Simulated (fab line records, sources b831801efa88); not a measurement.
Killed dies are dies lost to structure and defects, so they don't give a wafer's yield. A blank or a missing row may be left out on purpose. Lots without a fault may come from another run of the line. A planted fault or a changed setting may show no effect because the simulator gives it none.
fab line records | flow gf180mcu
record lots=5 wafers=15 last_day=33
route steps=602 shown M4@464 V4@476
lots that met no fault: from a run of the same line without faults
start_h: hours from the record's first day to the start of the lot's first wafer shown | wait_h: hours since the lot's step before | " the same as in the row above | L1.1+2: a row that stands for several wafers | - no value, or no start given | * or withheld: withheld | < > ~ a bound
route shown NAME@n: a module of which the file shows steps, and the number in the route of the first | usual: mean/standard deviation of fault-free wafers | same: alike in all rows | chamber/n: place in a boat | sites: the reading at each site | _std_site: their standard deviation | _edge_site: outer sites' mean less inner sites' | radius_mm: how far each site lies from the wafer's centre | mask NAME#n: copy n | behind: the tool/chamber that last shaped the wafer | hold: why the lot was held/for how many hours/how that ended | device: the transistor (n, p or np) that didn't switch | end of line: the same wafers' tests at the end of the route | a step without rows: its recipe alone | killed: dies lost to structure and defects at the first sort, not the wafer's yield | map: a wafer's dies, x killed, . not, _ none there
set.NAME: the setting as run; set.NAME@STEP: as run at that earlier step | model.NAME: the simulator's own value behind a step, which no gauge read
lots at some steps of the route; a table a step, a row a wafer
services: from which hour (start_h, from the record's first day; less than 0 if before it) a tool's chamber was out of use, for how many hours, and why
## steps
# step GF_M4_HMDS_08
# recipe prime_time_s=60 prime_temp_c=120
# usual resist_line_temp_C=23.01/0.093
# columns lot.wafer tool chamber start_h wait_h resist_line_temp_C
L077.2 litho_track-04 0 548.10 0.1 23.14
L077.4 " 0 " " 23.09
L077.6 " 0 " " 23.05
L080.1 litho_track-01 0 579.03 0.1 22.95
L080.3 " 0 " " 23.02
L080.6 " 0 " " 22.89
L084.1 litho_track-04 0 611.07 0.1 22.89
L084.3 " 0 " " 22.90
L084.4 " 0 " " 23.02
L089.3 litho_track-04 0 649.12 0.1 23.07
L089.4 " 0 " " 22.93
L089.6 " 0 " " 22.86
L094.1 litho_track-02 0 680.12 0.1 23.01
L094.3 " 0 " " 22.98
L094.6 " 0 " " 23.01
# step GF_M4_COAT_09
# recipe resist=KrF spin_rpm=withheld resist_thk_nm=1000
# usual resist_line_temp_C=23.00/0.097
# columns lot.wafer tool chamber start_h wait_h resist_line_temp_C
L077.2 litho_track-04 0 548.25 0.1 22.97
L077.4 " 0 " " 22.89
L077.6 " 0 " " 23.02
L080.1 litho_track-01 0 579.18 0.1 23.08
L080.3 " 0 " " 23.02
L080.6 " 0 " " 22.93
L084.1 litho_track-04 0 611.22 0.1 23.09
L084.3 " 0 " " 23.00
L084.4 " 0 " " 22.87
L089.3 litho_track-04 0 649.27 0.1 22.90
L089.4 " 0 " " 23.12
L089.6 " 0 " " 23.09
L094.1 litho_track-02 0 680.27 0.1 23.01
L094.3 " 0 " " 23.09
L094.6 " 0 " " 22.94
# step GF_M4_SOFTBAKE_10
# recipe temp_c=130 time_s=60 resist=KrF
# usual plate_temp_C=130.02/0.13 resist_line_temp_C=23.01/0.1
# columns lot.wafer tool chamber start_h wait_h plate_temp_C resist_line_temp_C
L077.2 litho_track-04 0 548.40 0.1 130.07 22.92
L077.4 " 0 " " 129.93 22.83
L077.6 " 0 " " 130.00 22.89
L080.1 litho_track-01 0 579.33 0.1 130.11 23.02
L080.3 " 0 " " 130.16 22.93
L080.6 " 0 " " 130.04 23.14
L084.1 litho_track-04 0 611.37 0.1 130.03 23.07
L084.3 " 0 " " 129.96 23.13
L084.4 " 0 " " 130.17 23.02
L089.3 litho_track-04 0 649.42 0.1 129.88 23.05
L089.4 " 0 " " 130.16 22.88
L089.6 " 0 " " 129.81 22.98
L094.1 litho_track-02 0 680.42 0.1 130.13 22.91
L094.3 " 0 " " 129.96 22.95
L094.6 " 0 " " 130.28 23.15
# step GF_M4_EXPOSE_11
# recipe mask_id=Metal4 target_cd_nm=280 na=0.68 source_shape=conventional sigma_outer=0.6 dose_mj=28
# usual stage_vel_mm_s=500.00/0.25
# columns lot.wafer tool chamber start_h wait_h mask stage_vel_mm_s
L077.2 krf_scanner-02 0 - - Metal4#0 500.15
L077.4 " 0 " " Metal4#0 500.03
L077.6 " 0 " " Metal4#0 500.28
L080.1 krf_scanner-01 0 - - Metal4#0 499.51
L080.3 " 0 " " Metal4#0 499.81
L080.6 " 0 " " Metal4#0 500.18
L084.1 krf_scanner-02 0 - - Metal4#0 499.91
L084.3 " 0 " " Metal4#0 499.83
L084.4 " 0 " " Metal4#0 500.03
L089.3 krf_scanner-01 0 - - Metal4#0 500.17
L089.4 " 0 " " Metal4#0 499.94
L089.6 " 0 " " Metal4#0 500.22
L094.1 krf_scanner-01 0 - - Metal4#0 500.41
L094.3 " 0 " " Metal4#0 499.92
L094.6 " 0 " " Metal4#0 499.97
# step GF_M4_PEB_12
# recipe peb_temp_c=135 peb_time_s=90 resist=KrF
# usual plate_temp_C=135.00/0.13 resist_line_temp_C=22.99/0.093
# columns lot.wafer tool chamber start_h wait_h plate_temp_C resist_line_temp_C
L077.2 litho_track-01 0 - - 135.20 23.13
L077.4 " 0 " " 135.22 23.10
L077.6 " 0 " " 135.12 22.98
L080.1 litho_track-01 0 - - 135.09 22.95
L080.3 " 0 " " 134.86 22.96
L080.6 " 0 " " 134.97 22.75
L084.1 litho_track-02 0 - - 134.68 22.83
L084.3 " 0 " " 134.80 22.90
L084.4 " 0 " " 134.79 22.89
L089.3 litho_track-02 0 - - 134.97 23.06
L089.4 " 0 " " 134.73 23.24
L089.6 " 0 " " 134.82 22.94
L094.1 litho_track-02 0 - - 135.00 22.84
L094.3 " 0 " " 134.80 22.99
L094.6 " 0 " " 134.79 22.83
# step GF_M4_DEVELOP_13
# recipe develop_time_s=58.4 dev_temp_c=21
# usual resist_line_temp_C=22.99/0.093
# columns lot.wafer tool chamber start_h wait_h resist_line_temp_C
L077.2 litho_track-01 0 559.21 0.2 23.12
L077.4 " 0 " " 22.93
L077.6 " 0 " " 22.93
L080.1 litho_track-01 0 590.48 0.2 22.91
L080.3 " 0 " " 23.04
L080.6 " 0 " " 22.88
L084.1 litho_track-02 0 621.87 0.2 22.99
L084.3 " 0 " " 22.83
L084.4 " 0 " " 22.93
L089.3 litho_track-02 0 659.27 0.1 23.06
L089.4 " 0 " " 23.00
L089.6 " 0 " " 22.99
L094.1 litho_track-02 0 689.36 0.2 22.84
L094.3 " 0 " " 22.98
L094.6 " 0 " " 22.92
# step GF_M4_CD_MEAS_14
# recipe target_cd_nm=280
# usual cd_nm=280.1/1.1
# columns lot.wafer tool chamber start_h wait_h cd_nm
L077.2 cd_sem-01 - 559.35 0.1 280.8
L077.4 " - " " 280.0
L077.6 " - " " 281.1
L080.1 cd_sem-01 - 590.63 0.1 279.4
L080.3 " - " " 279.9
L080.6 " - " " 279.7
L084.1 cd_sem-01 - 622.02 0.1 279.4
L084.3 " - " " 279.3
L084.4 " - " " 279.7
L089.3 cd_sem-01 - 659.41 0.1 280.3
L089.4 " - " " 279.1
L089.6 " - " " 280.4
L094.1 cd_sem-02 - 689.57 0.2 282.1
L094.3 " - " " 281.2
L094.6 " - " " 280.6
# step GF_M4_OVL_MEAS_15
# usual M4_OVL=0/5.2
# columns lot.wafer tool chamber start_h wait_h M4_OVL[nm]
L077.2 overlay-02 - 559.46 0.1 2
L077.4 " - " " 3
L077.6 " - " " 4
L080.1 overlay-01 - 590.75 0.1 -2
L080.3 " - " " -5
L080.6 " - " " 5
L084.1 overlay-02 - 622.14 0.1 -12
L084.3 " - " " -7
L084.4 " - " " -6
L089.3 overlay-01 - 659.50 0.1 -9
L089.4 " - " " -8
L089.6 " - " " -5
L094.1 overlay-02 - 689.69 0.1 -7
L094.3 " - " " -6
L094.6 " - " " -9
# step GF_M4_METAL_ETCH_16
# recipe chemistry=Cl2/BCl3 mask_material=KrF target_depth_nm=750.8 stop_on=SiO2 pressure_mtorr=8 icp_w=800 bias_w=140 Cl2_flow_sccm=80 bcl3_flow_sccm=40 time_s=125.1
# usual bias_w=140.0/0.46 drypump_motor_current_A=5.5/0.3 oes_product_au=0.991/0.0048 throttle_valve_pct=28.230/0.0092
# columns lot.wafer tool chamber start_h wait_h bias_w drypump_motor_current_A oes_product_au rf_hours_counter_h throttle_valve_pct
L077.2 rie_metal-04 1 559.53 0.1 140.1 5.4 0.989 - 28.249
L077.4 " 1 " " 139.4 5.4 0.993 - 28.212
L077.6 " 1 " " 138.8 5.4 0.985 - 28.226
L080.1 rie_metal-03 0 590.79 0.0 140.4 4.9 0.993 13 28.237
L080.3 " 1 " " 140.1 5.4 0.989 - 28.244
L080.6 " 0 " " 140.4 4.9 0.992 - 28.242
L084.1 rie_metal-02 0 622.17 0.0 140.9 5.2 0.985 10 28.225
L084.3 " 1 " " 140.2 5.9 0.994 - 28.230
L084.4 " 0 " " 140.5 5.3 0.993 - 28.241
L089.3 rie_metal-04 0 659.56 0.1 140.3 5.8 1.001 - 28.224
L089.4 " 1 " " 139.5 5.4 0.990 - 28.224
L089.6 " 0 " " 139.6 5.7 0.992 - 28.215
L094.1 rie_metal-02 0 689.72 0.0 139.8 5.3 0.985 12 28.235
L094.3 " 1 " " 139.9 5.8 0.993 - 28.224
L094.6 " 1 " " 139.8 5.9 0.992 - 28.234
# step GF_M4_STRIP_17
# recipe chemistry=O2/N2 power_w=1400 pressure_mtorr=1500 platen_temp_c=250 o2_flow_sccm=3000 n2_flow_sccm=300 overash_fraction=0.5
# usual drypump_motor_current_A=5.67/0.25 heater_power_w=368/24 oes_product_au=0.537/0.0047 strip_time_to_endpoint_s=7.38/0.048
# columns lot.wafer tool chamber start_h wait_h drypump_motor_current_A heater_power_w oes_product_au rf_hours_counter_h strip_time_to_endpoint_s
L077.2 plasma_asher-01 1 559.75 0.2 5.73 325 0.542 13 7.37
L077.4 " 0 " " 5.08 347 0.532 - 7.40
L077.6 " 1 " " 5.71 334 0.535 - 7.40
L080.1 plasma_asher-01 0 590.92 0.1 5.05 353 0.529 16 7.41
L080.3 " 0 " " 5.06 355 0.535 - 7.37
L080.6 " 0 " " 5.04 354 0.536 - 7.34
L084.1 plasma_asher-01 1 622.30 0.1 5.75 322 0.545 20 7.41
L084.3 " 0 " " 5.08 356 0.532 - 7.35
L084.4 " 1 " " 5.74 334 0.533 - 7.43
L089.3 plasma_asher-03 0 659.68 0.1 5.57 367 0.540 - 7.29
L089.4 " 1 " " 6.09 353 0.530 - 7.36
L089.6 " 0 " " 5.61 373 0.535 - 7.26
L094.1 plasma_asher-03 1 689.85 0.1 6.06 356 0.546 110 7.40
L094.3 " 0 " " 5.56 361 0.540 - 7.39
L094.6 " 1 " " 6.08 366 0.538 - 7.45
# step GF_M4_STRIP_18
# recipe chemistry=post_etch_residue_remover time_s=1200 temp_c=72.5
# columns lot.wafer tool chamber start_h wait_h
L077.2+4+6 wet_bench-03 2 559.85 0.1
L080.1+3+6 wet_bench-03 0 591.02 0.1
L084.1+3+4 wet_bench-03 1 622.40 0.1
L089.3+4+6 wet_bench-03 1 659.75 0.0
L094.1+3+6 wet_bench-01 1 689.95 0.1
# step GF_M4_CLEAN_19
# recipe chemistry=DIW dry=n2_spin
# columns lot.wafer tool chamber start_h wait_h
L077.2+4+6 wet_bench-03 1 560.19 0.0
L080.1+3+6 wet_bench-04 0 591.36 0.0
L084.1+3+4 wet_bench-04 2 622.74 0.0
L089.3+4+6 wet_bench-04 3 660.09 0.0
L094.1+3+6 wet_bench-04 3 690.29 0.0
# step GF_V4_CVD_00
# recipe material=SiO2 target_thk_nm=600 sigma_open_frac=0.3 temp_c=400 time_s=100 sih4_flow_sccm=60 pressure_mtorr=6
# columns lot.wafer tool chamber start_h wait_h
L077.2+4+6 hdpcvd-02 0,0,2 560.28 0.0
L080.1+3+6 hdpcvd-01 0,1,0 591.47 0.0
L084.1+3+4 hdpcvd-01 0,1,2 622.83 0.0
L089.3+4+6 hdpcvd-01 1,2,0 660.18 0.0
L094.1+3+6 hdpcvd-01 1,2,0 690.48 0.0
# step GF_V4_THK_MEAS_01
# recipe reads=SiO2_of_V4_CVD_00
# usual V4_CVD_00_THK=603/5.9
# columns lot.wafer tool chamber start_h wait_h V4_CVD_00_THK[nm]
L077.2 film_metro-03 - 560.36 0.0 598
L077.4 " - " " 595
L077.6 " - " " 602
L080.1 film_metro-01 - 591.54 0.0 609
L080.3 " - " " 611
L080.6 " - " " 613
L084.1 film_metro-02 - 622.94 0.1 595
L084.3 " - " " 601
L084.4 " - " " 605
L089.3 film_metro-03 - 660.28 0.1 606
L089.4 " - " " 614
L089.6 " - " " 618
L094.1 film_metro-03 - 690.55 0.0 597
L094.3 " - " " 608
L094.6 " - " " 611
# step GF_V4_CVD_02
# recipe material=SiO2 target_thk_nm=850 precursor=TEOS temp_c=400 time_s=94.851 rf_w=600
# usual heater_power_outer_w=364/67 heater_power_w=640/85
# columns lot.wafer tool chamber start_h wait_h heater_power_outer_w heater_power_w
L077.2 pecvd-04 2 560.41 0.0 379 707
L077.4 " 1 " " 278 544
L077.6 " 2 " " 271 566
L080.1 pecvd-04 2 591.60 0.1 303 609
L080.3 " 0 " " 400 663
L080.6 " 0 " " 445 727
L084.1 pecvd-04 0 623.00 0.1 476 753
L084.3 " 1 " " 279 522
L084.4 " 2 " " 349 670
L089.3 pecvd-04 0 660.32 0.0 519 835
L089.4 " 1 " " 263 513
L089.6 " 2 " " 375 708
L094.1 pecvd-01 0 690.61 0.1 332 649
L094.3 " 2 " " 341 610
L094.6 " 0 " " 387 694
# step GF_V4_THK_MEAS_03
# recipe reads=SiO2_of_V4_CVD_02
# usual V4_CVD_02_THK=847/11
# columns lot.wafer tool chamber start_h wait_h V4_CVD_02_THK[nm]
L077.2 film_metro-02 - 560.49 0.0 837
L077.4 " - " " 848
L077.6 " - " " 858
L080.1 film_metro-03 - 591.67 0.0 833
L080.3 " - " " 837
L080.6 " - " " 838
L084.1 film_metro-01 - 623.07 0.0 840
L084.3 " - " " 832
L084.4 " - " " 845
L089.3 film_metro-01 - 660.41 0.1 832
L089.4 " - " " 847
L089.6 " - " " 853
L094.1 film_metro-03 - 690.68 0.0 843
L094.3 " - " " 853
L094.6 " - " " 858
# step GF_V4_CMP_04
# recipe material=SiO2 down_force_psi=4 platen_rpm=60 pad_velocity_m_s=0.94248
# usual motor_current_A=11.6/1.1 time_to_endpoint_s=79/6.1
# columns lot.wafer tool chamber start_h wait_h motor_current_A time_to_endpoint_s
L077.2 cmp-01 2 560.54 0.0 11.9 68
L077.4 " 0 " " 12.4 74
L077.6 " 2 " " 11.1 78
L080.1 cmp-01 3 591.78 0.1 11.0 73
L080.3 " 1 " " 10.1 72
L080.6 " 2 " " 11.7 74
L084.1 cmp-01 0 623.18 0.1 12.7 74
L084.3 " 1 " " 10.3 69
L084.4 " 2 " " 11.9 78
L089.4 cmp-02 2 660.45 0.0 10.9 82
L089.3 " 3 " " 11.8 73
L089.6 " 2 " " 11.8 84
L094.1 cmp-02 2 690.77 0.1 11.9 79
L094.3 " 3 " " 12.2 80
L094.6 " 2 " " 11.6 86
# step GF_V4_BOW_MEAS_05
# recipe mode=bow
# usual V4_BOW=135/9.2
# columns lot.wafer tool chamber start_h wait_h V4_BOW[um]
L077.2 film_metro-02 - 560.86 0.3 119
L077.4 " - " " 131
L077.6 " - " " 126
L080.1 film_metro-01 - 592.03 0.2 128
L080.3 " - " " 136
L080.6 " - " " 143
L084.1 film_metro-01 - 623.43 0.2 143
L084.3 " - " " 137
L084.4 " - " " 133
L089.3 film_metro-01 - 660.79 0.2 138
L089.4 " - " " 138
L089.6 " - " " 137
L094.1 film_metro-03 - 691.07 0.2 132
L094.3 " - " " 138
L094.6 " - " " 151
# step GF_V4_DEHYDRATE_06
# recipe temp_c=200 time_s=60
# usual plate_temp_C=199.98/0.17 resist_line_temp_C=23.03/0.11
# columns lot.wafer tool chamber start_h wait_h plate_temp_C resist_line_temp_C
L077.2 litho_track-01 0 571.41 10.5 200.13 23.20
L077.4 " 0 " " 200.44 23.07
L077.6 " 0 " " 200.24 23.17
L080.1 litho_track-03 0 601.70 9.6 200.02 22.85
L080.3 " 0 " " 199.90 22.88
L080.6 " 0 " " 199.94 23.04
L084.1 litho_track-01 0 632.93 9.5 200.02 23.13
L084.3 " 0 " " 200.19 23.05
L084.4 " 0 " " 200.01 23.06
L089.3 litho_track-01 0 670.03 9.2 199.80 23.09
L089.4 " 0 " " 199.99 23.04
L089.6 " 0 " " 200.20 23.03
L094.1 litho_track-04 0 699.87 8.8 199.80 22.99
L094.3 " 0 " " 199.74 23.03
L094.6 " 0 " " 199.80 23.00
# step GF_V4_HMDS_07
# recipe prime_time_s=60 prime_temp_c=120
# usual resist_line_temp_C=22.99/0.11
# columns lot.wafer tool chamber start_h wait_h resist_line_temp_C
L077.2 litho_track-01 0 571.56 0.1 22.72
L077.4 " 0 " " 22.78
L077.6 " 0 " " 22.93
L080.1 litho_track-03 0 601.85 0.1 23.07
L080.3 " 0 " " 22.86
L080.6 " 0 " " 23.01
L084.1 litho_track-01 0 633.08 0.1 22.89
L084.3 " 0 " " 23.02
L084.4 " 0 " " 23.05
L089.3 litho_track-01 0 670.18 0.1 22.89
L089.4 " 0 " " 22.90
L089.6 " 0 " " 22.85
L094.1 litho_track-04 0 700.02 0.1 23.09
L094.3 " 0 " " 23.10
L094.6 " 0 " " 23.09
# step GF_V4_COAT_08
# recipe resist=BARC temp_c=withheld time_s=withheld spin_rpm=withheld resist_thk_nm=withheld
# usual resist_line_temp_C=*
# columns lot.wafer tool chamber start_h wait_h resist_line_temp_C
L077.2 litho_track-01 0 571.71 0.1 *
L077.4 " 0 " " *
L077.6 " 0 " " *
L080.1 litho_track-03 0 602.00 0.1 *
L080.3 " 0 " " *
L080.6 " 0 " " *
L084.1 litho_track-01 0 633.23 0.1 *
L084.3 " 0 " " *
L084.4 " 0 " " *
L089.3 litho_track-01 0 670.33 0.1 *
L089.4 " 0 " " *
L089.6 " 0 " " *
L094.1 litho_track-04 0 700.17 0.1 *
L094.3 " 0 " " *
L094.6 " 0 " " *
# step GF_V4_COAT_09
# recipe resist=KrF spin_rpm=withheld resist_thk_nm=1000
# usual resist_line_temp_C=23.01/0.11
# columns lot.wafer tool chamber start_h wait_h resist_line_temp_C
L077.2 litho_track-01 0 - - 23.06
L077.4 " 0 " " 23.08
L077.6 " 0 " " 22.99
L080.1 litho_track-03 0 - - 22.99
L080.3 " 0 " " 23.23
L080.6 " 0 " " 23.00
L084.1 litho_track-01 0 - - 22.86
L084.3 " 0 " " 23.08
L084.4 " 0 " " 22.94
L089.3 litho_track-01 0 - - 22.84
L089.4 " 0 " " 23.16
L089.6 " 0 " " 23.08
L094.1 litho_track-04 0 - - 22.95
L094.3 " 0 " " 22.95
L094.6 " 0 " " 22.94
# step GF_V4_SOFTBAKE_10
# recipe temp_c=130 time_s=60 resist=KrF
# usual plate_temp_C=130.01/0.14 resist_line_temp_C=23.00/0.095
# columns lot.wafer tool chamber start_h wait_h plate_temp_C resist_line_temp_C
L077.2 litho_track-01 0 - - 129.72 22.91
L077.4 " 0 " " 129.88 22.77
L077.6 " 0 " " 129.98 23.04
L080.1 litho_track-03 0 - - 130.14 23.04
L080.3 " 0 " " 130.09 23.03
L080.6 " 0 " " 130.02 22.97
L084.1 litho_track-01 0 - - 130.08 22.96
L084.3 " 0 " " 130.15 22.83
L084.4 " 0 " " 130.05 23.07
L089.3 litho_track-01 0 - - 130.08 23.12
L089.4 " 0 " " 129.89 23.02
L089.6 " 0 " " 129.85 23.08
L094.1 litho_track-04 0 - - 130.10 22.95
L094.3 " 0 " " 130.07 23.04
L094.6 " 0 " " 129.96 22.91
# step GF_V4_EXPOSE_11
# recipe mask_id=Via4 target_cd_nm=260 na=0.68 source_shape=conventional sigma_outer=0.6 dose_mj=38
# usual stage_vel_mm_s=499.95/0.23
# columns lot.wafer tool chamber start_h wait_h mask stage_vel_mm_s
L077.2 krf_scanner-01 0 - - Via4#0 500.02
L077.4 " 0 " " Via4#0 499.78
L077.6 " 0 " " Via4#0 499.51
L080.1 krf_scanner-02 0 - - Via4#0 499.93
L080.3 " 0 " " Via4#0 499.62
L080.6 " 0 " " Via4#0 499.73
L084.1 krf_scanner-01 0 - - Via4#0 499.94
L084.3 " 0 " " Via4#0 499.88
L084.4 " 0 " " Via4#0 500.20
L089.3 krf_scanner-02 0 - - Via4#0 499.69
L089.4 " 0 " " Via4#0 499.87
L089.6 " 0 " " Via4#0 499.84
L094.1 krf_scanner-01 0 - - Via4#0 500.03
L094.3 " 0 " " Via4#0 500.12
L094.6 " 0 " " Via4#0 499.91
# step GF_V4_PEB_12
# recipe peb_temp_c=135 peb_time_s=90 resist=KrF
# usual plate_temp_C=134.99/0.14 resist_line_temp_C=23.00/0.1
# columns lot.wafer tool chamber start_h wait_h plate_temp_C resist_line_temp_C
L077.2 litho_track-01 0 - - 135.06 22.86
L077.4 " 0 " " 135.08 22.76
L077.6 " 0 " " 135.02 22.89
L080.1 litho_track-04 0 - - 135.12 23.08
L080.3 " 0 " " 134.93 23.06
L080.6 " 0 " " 134.81 22.90
L084.1 litho_track-01 0 - - 134.90 22.92
L084.3 " 0 " " 135.07 22.99
L084.4 " 0 " " 135.09 22.94
L089.3 litho_track-01 0 - - 135.08 23.04
L089.4 " 0 " " 134.89 22.90
L089.6 " 0 " " 134.85 22.91
L094.1 litho_track-04 0 - - 135.16 23.17
L094.3 " 0 " " 134.98 23.02
L094.6 " 0 " " 135.06 23.04
# step GF_V4_DEVELOP_13
# recipe develop_time_s=61.76 resist=KrF dev_temp_c=21
# usual resist_line_temp_C=22.99/0.12
# columns lot.wafer tool chamber start_h wait_h resist_line_temp_C
L077.2 litho_track-01 0 582.36 0.2 23.09
L077.4 " 0 " " 23.00
L077.6 " 0 " " 23.16
L080.1 litho_track-04 0 612.62 0.2 22.98
L080.3 " 0 " " 22.97
L080.6 " 0 " " 22.98
L084.1 litho_track-01 0 643.38 0.2 22.85
L084.3 " 0 " " 22.94
L084.4 " 0 " " 22.63
L089.3 litho_track-01 0 680.13 0.1 22.94
L089.4 " 0 " " 23.12
L089.6 " 0 " " 23.06
L094.1 litho_track-04 0 709.17 0.2 22.75
L094.3 " 0 " " 22.99
L094.6 " 0 " " 22.86
# step GF_V4_CD_MEAS_14
# recipe target_cd_nm=260
# usual cd_nm=260.0/1.2
# columns lot.wafer tool chamber start_h wait_h cd_nm
L077.2 cd_sem-01 - 582.50 0.1 258.9
L077.4 " - " " 259.2
L077.6 " - " " 259.4
L080.1 cd_sem-02 - 612.77 0.1 259.1
L080.3 " - " " 257.9
L080.6 " - " " 259.4
L084.1 cd_sem-02 - 643.53 0.1 260.0
L084.3 " - " " 260.6
L084.4 " - " " 259.5
L089.3 cd_sem-01 - 680.27 0.1 260.6
L089.4 " - " " 260.6
L089.6 " - " " 260.4
L094.1 cd_sem-01 - 709.32 0.1 261.8
L094.3 " - " " 261.2
L094.6 " - " " 261.9
# step GF_V4_OVL_MEAS_15
# usual V4_OVL=0/4.8
# columns lot.wafer tool chamber start_h wait_h V4_OVL[nm]
L077.2 overlay-02 - 582.61 0.1 5
L077.4 " - " " 8
L077.6 " - " " 5
L080.1 overlay-01 - 612.89 0.1 -5
L080.3 " - " " 1
L080.6 " - " " 3
L084.1 overlay-02 - 643.65 0.1 -9
L084.3 " - " " -4
L084.4 " - " " -1
L089.3 overlay-02 - 680.37 0.1 2
L089.4 " - " " 5
L089.6 " - " " 6
L094.1 overlay-02 - 709.44 0.1 -2
L094.3 " - " " 2
L094.6 " - " " -3
# step GF_V4_ETCH_16
# recipe chemistry=N2/H2 target_depth_a=withheld overetch_a=withheld time_s=withheld target=BARC ion_energy_ev=200 source_w=500 bias_w=100 pressure_mtorr=30 n2_flow_sccm=100 h2_flow_sccm=200
# usual bias_w=100.0/0.31 drypump_motor_current_A=5.78/0.3 oes_product_au=0.854/0.0045 throttle_valve_pct=13.225/0.0085
# columns lot.wafer tool chamber start_h wait_h bias_w drypump_motor_current_A oes_product_au throttle_valve_pct
L077.2 rie_diel-01 0 582.64 0.0 99.8 5.70 0.856 13.233
L077.4 " 1 " " 100.1 5.83 0.856 13.222
L077.6 " 0 " " 99.8 5.72 0.855 13.222
L080.1 rie_diel-02 2 612.93 0.0 99.9 5.79 0.857 13.228
L080.3 " 0 " " 100.1 5.37 0.847 13.219
L080.6 " 1 " " 99.8 5.58 0.853 13.225
L084.1 rie_diel-02 2 643.69 0.0 100.4 5.75 0.853 13.229
L084.3 " 1 " " 100.0 5.55 0.852 13.243
L084.4 " 0 " " 99.5 5.37 0.858 13.233
L089.3 rie_diel-02 2 680.39 0.0 100.1 5.78 0.866 13.216
L089.4 " 0 " " 99.8 5.37 0.845 13.234
L089.6 " 3 " " 99.9 5.88 0.861 13.224
L094.1 rie_diel-01 3 709.48 0.0 100.4 5.73 0.857 13.242
L094.3 " 0 " " 99.5 5.71 0.852 13.244
L094.6 " 0 " " 99.8 5.70 0.851 13.221
# step GF_V4_ETCH_17
# recipe chemistry=C4F8/O2/Ar mask_material=KrF target=SiO2 stop_on=TiN source_w=1500 bias_w=1200 pressure_mtorr=40 c4f8_flow_sccm=withheld O2_flow_sccm=6 Ar_flow_sccm=300 time_s=withheld target_depth_a=6300
# usual bias_w=1200/3.5 oes_product_au=0.856/0.005
# columns lot.wafer tool chamber start_h wait_h bias_w oes_product_au
L077.2 rie_diel-01 0 - - 1197 0.851
L077.4 " 1 " " 1198 0.854
L077.6 " 0 " " 1199 0.859
L080.1 rie_diel-02 2 - - 1202 0.860
L080.3 " 0 " " 1195 0.859
L080.6 " 1 " " 1200 0.851
L084.1 rie_diel-02 2 - - 1204 0.858
L084.3 " 1 " " 1197 0.857
L084.4 " 0 " " 1201 0.852
L089.3 rie_diel-02 2 - - 1196 0.851
L089.4 " 0 " " 1198 0.864
L089.6 " 3 " " 1203 0.855
L094.1 rie_diel-01 3 - - 1195 0.862
L094.3 " 0 " " 1198 0.854
L094.6 " 0 " " 1195 0.862
# step GF_V4_STRIP_18
# recipe chemistry=O2/N2 power_w=1400 pressure_mtorr=1500 platen_temp_c=250 o2_flow_sccm=3000 n2_flow_sccm=300 overash_fraction=0.5
# usual drypump_motor_current_A=5.6/0.31 heater_power_w=359/26 oes_product_au=0.593/0.0046
# columns lot.wafer tool chamber start_h wait_h drypump_motor_current_A heater_power_w oes_product_au rf_hours_counter_h
L077.2 plasma_asher-04 0 582.77 - 5.7 406 0.589 47
L077.4 " 0 " " 5.7 417 0.590 -
L077.6 " 1 " " 5.6 351 0.584 -
L080.1 plasma_asher-02 0 613.06 - 5.4 369 0.597 85
L080.3 " 0 " " 5.4 364 0.596 -
L080.6 " 0 " " 5.4 359 0.589 -
L084.1 plasma_asher-02 0 643.82 - 5.4 361 0.599 88
L084.3 " 0 " " 5.4 374 0.585 -
L084.4 " 1 " " 6.1 331 0.589 -
L089.3 plasma_asher-04 1 680.55 - 5.6 359 0.594 -
L089.4 " 0 " " 5.7 403 0.587 -
L089.6 " 1 " " 5.6 352 0.589 -
L094.1 plasma_asher-01 0 709.67 - 5.1 351 0.591 29
L094.3 " 0 " " 5.1 343 0.597 -
L094.6 " 0 " " 5.1 353 0.594 -
# step GF_V4_STRIP_19
# recipe chemistry=post_etch_residue_remover time_s=1200 temp_c=72.5
# columns lot.wafer tool chamber start_h wait_h
L077.2+4+6 wet_bench-04 1 582.87 0.1
L080.1+3+6 wet_bench-04 2 613.16 0.1
L084.1+3+4 wet_bench-02 0 643.92 0.1
L089.3+4+6 wet_bench-03 2 680.62 0.0
L094.1+3+6 wet_bench-02 0 709.77 0.1
# step GF_V4_CLEAN_20
# recipe chemistry=DIW dry=n2_spin
# columns lot.wafer tool chamber start_h wait_h
L077.2+4+6 wet_bench-03 1 583.21 0.0
L080.1+3+6 wet_bench-03 1 613.56 0.0
L084.1+3+4 wet_bench-03 0 644.26 0.0
L089.3+4+6 wet_bench-04 0 680.96 0.0
L094.1+3+6 wet_bench-03 2 710.11 0.0
# step GF_V4_SPUTTER_21
# recipe material=Ti target_thk_nm=15 chamber_pressure_pa=5 power_w=2500 substrate_temp_c=200 time_s=80.02
# usual throttle_valve_pct=29.7/1.3
# columns lot.wafer tool chamber start_h wait_h throttle_valve_pct
L077.2 pvd_sputter-02 - 583.30 0.0 29.6
L077.4 " - " " 30.5
L077.6 " - " " 30.4
L080.1 pvd_sputter-01 - 613.66 0.0 30.8
L080.3 " - " " 31.3
L080.6 " - " " 30.6
L084.1 pvd_sputter-02 - 644.35 0.0 30.1
L084.3 " - " " 29.9
L084.4 " - " " 30.4
L089.3 pvd_sputter-01 - 681.05 0.0 27.5
L089.4 " - " " 30.5
L089.6 " - " " 28.8
L094.1 pvd_sputter-04 - 710.20 0.0 27.2
L094.3 " - " " 29.8
L094.6 " - " " 30.7
## services
# columns tool chamber start_h hours kind
krf_scanner-01 - 526.47 7.2 pm
krf_scanner-01 - 533.67 0.8 pm
hdpcvd-01 - 539.25 15.0 pm
rie_diel-01 - 550.59 4.3 pm
krf_scanner-01 - 560.13 1.0 pm
rie_diel-02 2 568.54 4.7 repair
krf_scanner-02 - 585.49 6.2 repair
krf_scanner-01 - 591.69 1.3 pm
hdpcvd-01 2 594.15 2.6 repair
krf_scanner-02 - 598.26 0.8 pm
rie_diel-01 - 611.24 0.2 repair
krf_scanner-02 - 614.85 1.0 pm
rie_diel-02 - 621.38 2.8 pm
rie_diel-02 2 624.25 5.9 repair
krf_scanner-02 - 633.90 1.3 pm
krf_scanner-01 - 635.31 0.1 repair
rie_diel-01 1 651.83 9.3 repair
rie_diel-02 3 656.85 16.3 repair
krf_scanner-01 - 663.10 3.2 repair
hdpcvd-01 0 670.98 12.4 repair
krf_scanner-01 - 674.93 0.7 repair
rie_diel-02 2 690.88 6.4 repair
krf_scanner-01 - 696.50 0.8 pm
rie_diel-01 1 704.68 5.8 repair
## key
fault none
